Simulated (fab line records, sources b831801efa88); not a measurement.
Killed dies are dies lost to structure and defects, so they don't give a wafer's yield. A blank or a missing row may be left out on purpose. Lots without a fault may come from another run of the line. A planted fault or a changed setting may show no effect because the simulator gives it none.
Code-filled problem report in 8D (eight disciplines) form	flow sky130	the parts of the form that need people (team, actions taken, sign-off) are left out

1. WHAT WENT WRONG
Mean of sort_bin_3_pad_short at SKY_PAD_OPEN_PROBE_99: 4.4 % across 6 wafers in 2 lots; on wafers with no fault it is 0.9 % (standard deviation 0.41). That puts it +8.6 standard deviations away from the usual mean.
Earliest sighting: wafer L233.2 on prober-01 at day 49 22:56. The record has a number at this step for 18 wafers belonging to 6 lots. Rule for "out" (also "out of limits"): further than 4 standard deviations from the usual mean. The rest of the wafers with a number are treated as sound.

2. WHAT IT IS; WHAT IT IS NOT
question	is	is not
which readings at this step	sort_bin_3_pad_short, killed_at_M0_to_M3	killed_at_M4_up, killed-at-contacts, killed-open, killed-short, sort_bin_6_memory
which lots	L233, L237	L221, L222, L227, L230
which wafers of those lots	all that have a number	-
read on which tools	prober-01	prober-02
when	from day 49 22:56	up to then (12 sound wafers)

3. WHAT RULES OUT EACH SUSPECT
Counting: a tool at any process step up to the reading remains a suspect when it ran all the lots that are out and ran no sound lot after the first of those.
- rie-metal-03 at SKY_METAL3_ETCH_16 (etches BARC in N2/H2, stops on SiO2, time 88.2 s, target depth 60 nm): kept. All lots that are out passed through it, beginning with L233 at day 43 13:47, and no sound lot followed; its final sound lot before that point was L230 at day 42 17:35.
- prober-01 at SKY_PAD_OPEN_PROBE_99: kept. All lots that are out passed through it, beginning with L233 at day 49 22:56, and no sound lot followed; its final sound lot before that point was L222 at day 47 07:17. Out on those wafers are its own readings of killed_at_M0_to_M3, sort_bin_3_pad_short.
The count leaves prober-01 at SKY_PAD_OPEN_PROBE_99 and rie-metal-03 at SKY_METAL3_ETCH_16.

4. THE CAUSE (what the simulator had put in)
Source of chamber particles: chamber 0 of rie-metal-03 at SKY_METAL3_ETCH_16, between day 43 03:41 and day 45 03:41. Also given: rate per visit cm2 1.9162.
2 suspects survive the count, and this tool is in that group.

5. SEQUENCE OF EFFECTS, ordered by route
One row per reading whose mean, taken over the struck wafers that have a number, lies over 3 standard deviations from the usual. Readings are gone through only where the record gives a usual standard deviation; hours: the median, over the lots, of the time from a lot's start at the first step in this table giving one to that lot's start at this step; sigmas: the change measured in usual standard deviations.
hours	step	reading	usual	on struck wafers	change	sigmas
0	SKY_PAD_OPEN_PROBE_99	defect-limited-yield	81.9 %	72.0	-9.9	-5.2
0	SKY_PAD_OPEN_PROBE_99	killed_at_M0_to_M3	45	98	+53	+6.8
0	SKY_PAD_OPEN_PROBE_99	killed-dies	89	138	+48	+5.2
0	SKY_PAD_OPEN_PROBE_99	sort_bin_3_pad_short	0.9 %	4.4	+3.5	+8.6
0	SKY_PAD_OPEN_PROBE_99	sort_bin_5_function	10.8 %	16.8	+6.0	+4.0
0	SKY_PAD_OPEN_PROBE_99	sort-n-pass	403	354	-48	-5.2
0	SKY_PAD_OPEN_PROBE_99	sort-yield-pct	81.9 %	72.0	-9.9	-5.2
Here are the process steps it includes:
- SKY_PAD_OPEN_PROBE_99

6. HOW IT WOULD HAVE BEEN CAUGHT EARLIER
First out-of-limits reading in this record: day 49 22:56, which is 163 hours after fault onset at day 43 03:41.
Of the tool readings at SKY_METAL3_ETCH_16 for which the record gives a usual standard deviation, none was out on any struck wafer, so an alarm limit of 4 standard deviations on them would not have fired.
All the lots that are out (2) had begun SKY_METAL3_ETCH_16 on rie-metal-03 by day 49 22:56. None of them would have been spared by holding the tool at that moment.
